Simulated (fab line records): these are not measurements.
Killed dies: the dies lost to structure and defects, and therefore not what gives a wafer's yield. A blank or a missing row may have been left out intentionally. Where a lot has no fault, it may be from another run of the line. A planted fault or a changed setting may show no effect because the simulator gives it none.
Code-filled problem report in 8D (eight disciplines) form || flow sky130 || the parts of the form that need people (team, actions taken, sign-off) are left out

## 1. THE ISSUE
Mean VT_ADJUST_HVTR_OVL at SKY_VT_ADJUST_HVTR_OVL_MEAS_08: -90.0 nm over 12 wafers in 4 lots; fault-free wafers: 0.8 nm, standard deviation 1.5. That is -61 standard deviations from the usual mean.
The first sign was on wafer L260.3 at day 12 04:32, on overlay-01. Wafers with a number at this step in the record: 39, from 13 lots. Rule for "out", or "out of limits": more than 4 standard deviations from the usual mean. The rest of the wafers with a number are treated as sound.

## 2. WHAT IT IS, AND WHAT IT ISN'T
{"question": "which readings at this step", "is": "VT_ADJUST_HVTR_OVL", "is not": "-"}
{"question": "which lots", "is": "L260, L263, L265, L266", "is not": "L252, L253, L256, L259, L268, L269, L272, L273, L274"}
{"question": "which wafers of those lots", "is": "all that have a number", "is not": "-"}
{"question": "read on which gauges", "is": "overlay-01, overlay-02", "is not": "-"}
{"question": "when", "is": "from day 12 04:32", "is not": "up to then (12 sound wafers); but 15 sound wafers of L268, L269, L272, L273, L274 came after"}

## 3. SUSPECTS, AND WHAT RULES EACH OUT
Counting: a tool at any process step up to the reading remains a suspect when it ran all the lots that are out and ran no sound lot after the first of those.
- the gauge at SKY_VT_ADJUST_HVTR_OVL_MEAS_08 is ruled out. 2 gauges (overlay-01, overlay-02) read the wafers that are out.
- iline_stepper-02 at SKY_VT_ADJUST_HVTR_EXPOSE_04 (exposes mask HVTRM, target cd 380 nm): kept. All lots that are out passed through it, beginning with L260 at day 11 17:57, and no sound lot followed; its final sound lot before that point was L253 at day 9 21:37.
After counting, what remains is iline_stepper-02 at SKY_VT_ADJUST_HVTR_EXPOSE_04.

## 4. THE CAUSE (what the simulator had put in)
Scanner matching overlay: iline_stepper-02, from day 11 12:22 on, at SKY_VT_ADJUST_HVTR_EXPOSE_04. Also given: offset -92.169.
Counting left only this tool.

## 5. THE EFFECT CHAIN, in route order
One row per reading whose mean, taken over the struck wafers that have a number, lies over 3 standard deviations from the usual. Readings are gone through only where the record gives a usual standard deviation; hours: the median, over the lots, of the time from a lot's start at the first step in this table giving one to that lot's start at this step; sigmas: the change measured in usual standard deviations.
{"hours": 0, "step": "SKY_VT_ADJUST_HVTR_OVL_MEAS_08", "reading": "VT_ADJUST_HVTR_OVL", "usual": "0.8 nm", "on struck wafers": -90.0, "change": -90.8, "sigmas": -61}

## 6. HOW IT WOULD HAVE BEEN CAUGHT EARLIER
Counted from the fault's start at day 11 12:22, it took 16 hours until the first out-of-limits reading at a measuring or inspecting step in this record, taken at day 12 04:32.
L263, L265, L266, from the lots that are out (4), started SKY_VT_ADJUST_HVTR_EXPOSE_04 on iline_stepper-02 later than day 12 04:32. A hold on the tool at that time would have spared those 3.
